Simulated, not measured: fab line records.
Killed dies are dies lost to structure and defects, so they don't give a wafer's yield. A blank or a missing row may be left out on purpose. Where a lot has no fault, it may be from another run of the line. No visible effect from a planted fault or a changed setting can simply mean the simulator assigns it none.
What tool caused it? || flow gf180mcu || Sampling: 13 lots, 39 wafers, 5 of 602 route steps

== WHAT THE GAUGES READ, wafer by wafer ==
GF_V5_CD_MEAS_14: the cd target is 260 nm.
{"lot": "L180", "measured": "day 27 21:05", "on": "cd_sem-02", "cd_nm (nm)": "258.9 259.4 260.3"}
{"lot": "L183", "measured": "day 28 22:47", "on": "cd_sem-02", "cd_nm (nm)": "259.5 259.5 258.5"}
{"lot": "L184", "measured": "day 29 02:40", "on": "cd_sem-01", "cd_nm (nm)": "260.8 260.4 261.4"}
{"lot": "L186", "measured": "day 29 22:13", "on": "cd_sem-02", "cd_nm (nm)": "259.9 259.5 260.1"}
{"lot": "L187", "measured": "day 30 01:28", "on": "cd_sem-02", "cd_nm (nm)": "260.5 259.9 259.8"}
{"lot": "L193", "measured": "day 31 22:28", "on": "cd_sem-02", "cd_nm (nm)": "259.9 258.8 259.3"}
{"lot": "L196", "measured": "day 32 15:36", "on": "cd_sem-01", "cd_nm (nm)": "260.9 260.5 261.3"}
{"lot": "L195", "measured": "day 32 16:52", "on": "cd_sem-01", "cd_nm (nm)": "262.0 262.0 260.8"}
{"lot": "L197", "measured": "day 32 21:07", "on": "cd_sem-02", "cd_nm (nm)": "258.3 260.0 257.0"}
{"lot": "L198", "measured": "day 33 04:16", "on": "cd_sem-01", "cd_nm (nm)": "260.7 259.7 259.3"}
{"lot": "L199", "measured": "day 33 14:29", "on": "cd_sem-01", "cd_nm (nm)": "262.3 262.4 260.9"}
{"lot": "L201", "measured": "day 33 19:10", "on": "cd_sem-02", "cd_nm (nm)": "260.0 259.7 259.1"}
{"lot": "L202", "measured": "day 34 03:58", "on": "cd_sem-01", "cd_nm (nm)": "260.5 259.6 260.7"}

GF_TOP_METAL_OVL_MEAS_15.
{"lot": "L180", "measured": "day 28 17:57", "on": "overlay-02", "TOP_METAL_OVL (nm)": "-1.2 0.1 -1.8"}
{"lot": "L183", "measured": "day 29 19:52", "on": "overlay-01", "TOP_METAL_OVL (nm)": "0.0 -1.0 -0.9"}
{"lot": "L184", "measured": "day 29 23:21", "on": "overlay-01", "TOP_METAL_OVL (nm)": "2.8 2.1 1.6"}
{"lot": "L186", "measured": "day 30 18:38", "on": "overlay-01", "TOP_METAL_OVL (nm)": "1.3 -1.0 1.1"}
{"lot": "L187", "measured": "day 30 21:39", "on": "overlay-02", "TOP_METAL_OVL (nm)": "1.9 0.3 2.3"}
{"lot": "L193", "measured": "day 32 17:56", "on": "overlay-02", "TOP_METAL_OVL (nm)": "1.7 1.8 2.0"}
{"lot": "L196", "measured": "day 33 10:05", "on": "overlay-01", "TOP_METAL_OVL (nm)": "0.0 1.9 2.6"}
{"lot": "L195", "measured": "day 33 13:01", "on": "overlay-02", "TOP_METAL_OVL (nm)": "3.1 2.3 2.4"}
{"lot": "L197", "measured": "day 33 14:51", "on": "overlay-02", "TOP_METAL_OVL (nm)": "2.3 2.0 -0.5"}
{"lot": "L198", "measured": "day 33 21:21", "on": "overlay-02", "TOP_METAL_OVL (nm)": "0.3 1.3 3.0"}
{"lot": "L199", "measured": "day 34 08:17", "on": "overlay-02", "TOP_METAL_OVL (nm)": "0.0 2.8 0.7"}
{"lot": "L201", "measured": "day 34 12:26", "on": "overlay-01", "TOP_METAL_OVL (nm)": "-0.2 0.8 1.2"}
{"lot": "L202", "measured": "day 34 20:12", "on": "overlay-02", "TOP_METAL_OVL (nm)": "1.3 1.4 3.2"}

GF_PASSIVATION_BOW_MEAS_14.
{"lot": "L180", "measured": "day 29 16:28", "on": "film_metro-02", "PASSIVATION_BOW (um)": "133 124 141"}
{"lot": "L183", "measured": "day 30 17:47", "on": "film_metro-02", "PASSIVATION_BOW (um)": "137 134 139"}
{"lot": "L184", "measured": "day 30 21:03", "on": "film_metro-04", "PASSIVATION_BOW (um)": "125 138 136"}
{"lot": "L186", "measured": "day 31 16:11", "on": "film_metro-04", "PASSIVATION_BOW (um)": "105 103 97"}
{"lot": "L187", "measured": "day 31 18:26", "on": "film_metro-02", "PASSIVATION_BOW (um)": "94 105 116"}
{"lot": "L193", "measured": "day 33 12:29", "on": "film_metro-02", "PASSIVATION_BOW (um)": "130 133 133"}
{"lot": "L196", "measured": "day 34 04:28", "on": "film_metro-04", "PASSIVATION_BOW (um)": "148 158 157"}
{"lot": "L195", "measured": "day 34 06:47", "on": "film_metro-04", "PASSIVATION_BOW (um)": "126 140 126"}
{"lot": "L197", "measured": "day 34 09:50", "on": "film_metro-02", "PASSIVATION_BOW (um)": "116 133 121"}
{"lot": "L198", "measured": "day 34 16:05", "on": "film_metro-02", "PASSIVATION_BOW (um)": "139 139 141"}
{"lot": "L199", "measured": "day 35 02:25", "on": "film_metro-04", "PASSIVATION_BOW (um)": "127 138 126"}
{"lot": "L201", "measured": "day 35 06:20", "on": "film_metro-04", "PASSIVATION_BOW (um)": "140 121 141"}
{"lot": "L202", "measured": "day 35 13:47", "on": "film_metro-04", "PASSIVATION_BOW (um)": "140 145 136"}

== WHAT TOOL EACH LOT RAN ON (gives the tool, then ch and the chambers of the sampled wafers, and finally the start) ==
{"lot": "L180", "GF_PASSIVATION_CVD_00": "pecvd-02 ch 1,2, day 28 18:54", "GF_PASSIVATION_CVD_02": "pecvd-03 ch 0,1,2, day 28 19:02"}
{"lot": "L183", "GF_PASSIVATION_CVD_00": "pecvd-02 ch 0,2, day 29 20:49", "GF_PASSIVATION_CVD_02": "pecvd-01 ch 0,1,2, day 29 20:57"}
{"lot": "L184", "GF_PASSIVATION_CVD_00": "pecvd-02 ch 0,1,2, day 30 00:19", "GF_PASSIVATION_CVD_02": "pecvd-01 ch 0,2, day 30 00:26"}
{"lot": "L186", "GF_PASSIVATION_CVD_00": "pecvd-02 ch 0,2, day 30 19:35", "GF_PASSIVATION_CVD_02": "pecvd-01 ch 0,1, day 30 19:46"}
{"lot": "L187", "GF_PASSIVATION_CVD_00": "pecvd-02 ch 0,1,2, day 30 22:37", "GF_PASSIVATION_CVD_02": "pecvd-01 ch 0,1,2, day 30 22:44"}
{"lot": "L193", "GF_PASSIVATION_CVD_00": "pecvd-03 ch 0,1,2, day 32 18:43", "GF_PASSIVATION_CVD_02": "pecvd-01 ch 0,2, day 32 18:52"}
{"lot": "L196", "GF_PASSIVATION_CVD_00": "pecvd-01 ch 0,2, day 33 10:51", "GF_PASSIVATION_CVD_02": "pecvd-02 ch 0,2, day 33 10:59"}
{"lot": "L195", "GF_PASSIVATION_CVD_00": "pecvd-03 ch 0,1, day 33 13:46", "GF_PASSIVATION_CVD_02": "pecvd-01 ch 0,1, day 33 13:54"}
{"lot": "L197", "GF_PASSIVATION_CVD_00": "pecvd-02 ch 0,2, day 33 15:37", "GF_PASSIVATION_CVD_02": "pecvd-01 ch 0,1,2, day 33 15:45"}
{"lot": "L198", "GF_PASSIVATION_CVD_00": "pecvd-02 ch 0,1,2, day 33 22:07", "GF_PASSIVATION_CVD_02": "pecvd-01 ch 0,2, day 33 22:15"}
{"lot": "L199", "GF_PASSIVATION_CVD_00": "pecvd-02 ch 0,1,2, day 34 09:02", "GF_PASSIVATION_CVD_02": "pecvd-02 ch 0,1,2, day 34 09:11"}
{"lot": "L201", "GF_PASSIVATION_CVD_00": "pecvd-01 ch 0,1,2, day 34 13:11", "GF_PASSIVATION_CVD_02": "pecvd-02 ch 0,2, day 34 13:23"}
{"lot": "L202", "GF_PASSIVATION_CVD_00": "pecvd-01 ch 0,1, day 34 20:58", "GF_PASSIVATION_CVD_02": "pecvd-02 ch 0,1, day 34 21:07"}
- GF_PASSIVATION_CVD_00: deposits SiO2 from TEOS, target thk 1000 nm, time 111.95 s.
- GF_PASSIVATION_CVD_02: deposits Si3N4, target thk 700 nm, time 486.18 s.

== AS READ BY THE TOOLS THEMSELVES (means over the sampled wafers that have a number; for cases with no such wafer, the mark the record gives instead) ==
GF_PASSIVATION_CVD_00.
{"lot": "L180", "tool": "pecvd-02", "heater_power_outer_w (W)": 379, "heater_power_w (W)": 659}
{"lot": "L183", "tool": "pecvd-02", "heater_power_outer_w (W)": 408, "heater_power_w (W)": 664}
{"lot": "L184", "tool": "pecvd-02", "heater_power_outer_w (W)": 407, "heater_power_w (W)": 708}
{"lot": "L186", "tool": "pecvd-02", "heater_power_outer_w (W)": "-", "heater_power_w (W)": "-"}
{"lot": "L187", "tool": "pecvd-02", "heater_power_outer_w (W)": "-", "heater_power_w (W)": "-"}
{"lot": "L193", "tool": "pecvd-03", "heater_power_outer_w (W)": 319, "heater_power_w (W)": 586}
{"lot": "L196", "tool": "pecvd-01", "heater_power_outer_w (W)": 341, "heater_power_w (W)": 575}
{"lot": "L195", "tool": "pecvd-03", "heater_power_outer_w (W)": 325, "heater_power_w (W)": 615}
{"lot": "L197", "tool": "pecvd-02", "heater_power_outer_w (W)": 389, "heater_power_w (W)": 661}
{"lot": "L198", "tool": "pecvd-02", "heater_power_outer_w (W)": 410, "heater_power_w (W)": 720}
{"lot": "L199", "tool": "pecvd-02", "heater_power_outer_w (W)": 383, "heater_power_w (W)": 664}
{"lot": "L201", "tool": "pecvd-01", "heater_power_outer_w (W)": 378, "heater_power_w (W)": 636}
{"lot": "L202", "tool": "pecvd-01", "heater_power_outer_w (W)": 482, "heater_power_w (W)": 768}

GF_PASSIVATION_CVD_02.
{"lot": "L180", "tool": "pecvd-03", "heater_power_outer_w (W)": 368, "heater_power_w (W)": 663}
{"lot": "L183", "tool": "pecvd-01", "heater_power_outer_w (W)": 433, "heater_power_w (W)": 700}
{"lot": "L184", "tool": "pecvd-01", "heater_power_outer_w (W)": 501, "heater_power_w (W)": 784}
{"lot": "L186", "tool": "pecvd-01", "heater_power_outer_w (W)": 500, "heater_power_w (W)": 777}
{"lot": "L187", "tool": "pecvd-01", "heater_power_outer_w (W)": 395, "heater_power_w (W)": 644}
{"lot": "L193", "tool": "pecvd-01", "heater_power_outer_w (W)": 388, "heater_power_w (W)": 640}
{"lot": "L196", "tool": "pecvd-02", "heater_power_outer_w (W)": 438, "heater_power_w (W)": 718}
{"lot": "L195", "tool": "pecvd-01", "heater_power_outer_w (W)": 524, "heater_power_w (W)": 849}
{"lot": "L197", "tool": "pecvd-01", "heater_power_outer_w (W)": 426, "heater_power_w (W)": 692}
{"lot": "L198", "tool": "pecvd-01", "heater_power_outer_w (W)": 397, "heater_power_w (W)": 649}
{"lot": "L199", "tool": "pecvd-02", "heater_power_outer_w (W)": 481, "heater_power_w (W)": 802}
{"lot": "L201", "tool": "pecvd-02", "heater_power_outer_w (W)": 439, "heater_power_w (W)": 722}
{"lot": "L202", "tool": "pecvd-02", "heater_power_outer_w (W)": 501, "heater_power_w (W)": 797}

== THE ANSWER, worked out from the rows above alone ==
Rule: what is usual is taken from the lots themselves. The widest of any qualifying gaps counts: lots, ordered by their means at a reading, are off when they make up no more than a third of the lots, leave a main group of 4 or more, and stand apart from it by 3 or more times the standard deviation of that group's means. A main group is skipped when, at the precision printed for the reading in the tables above, its means are all equal. Also off: a lot with no number at a reading for which 4 or more lots have one. Any other lot the step has rows for is counted as sound. The gauges are gone through in route order, then the tools' own readings, and for those a lot's mean is taken as printed above. The first step at which some lot is off is used, and at that step the reading that is off furthest; a lot without a number counts as furthest.
Off at GF_PASSIVATION_CVD_00 (heater_power_outer_w): L186, L187. Without a number there: L186, L187. The main group has a mean of 384 W with a standard deviation of 44.
If a tool, at that step or one of the process steps before it, ran each lot that is off and ran no sound lot following the first of them, it fits. None of those tried fits.

== WHAT WAS PUT IN BY THE SIMULATOR ==
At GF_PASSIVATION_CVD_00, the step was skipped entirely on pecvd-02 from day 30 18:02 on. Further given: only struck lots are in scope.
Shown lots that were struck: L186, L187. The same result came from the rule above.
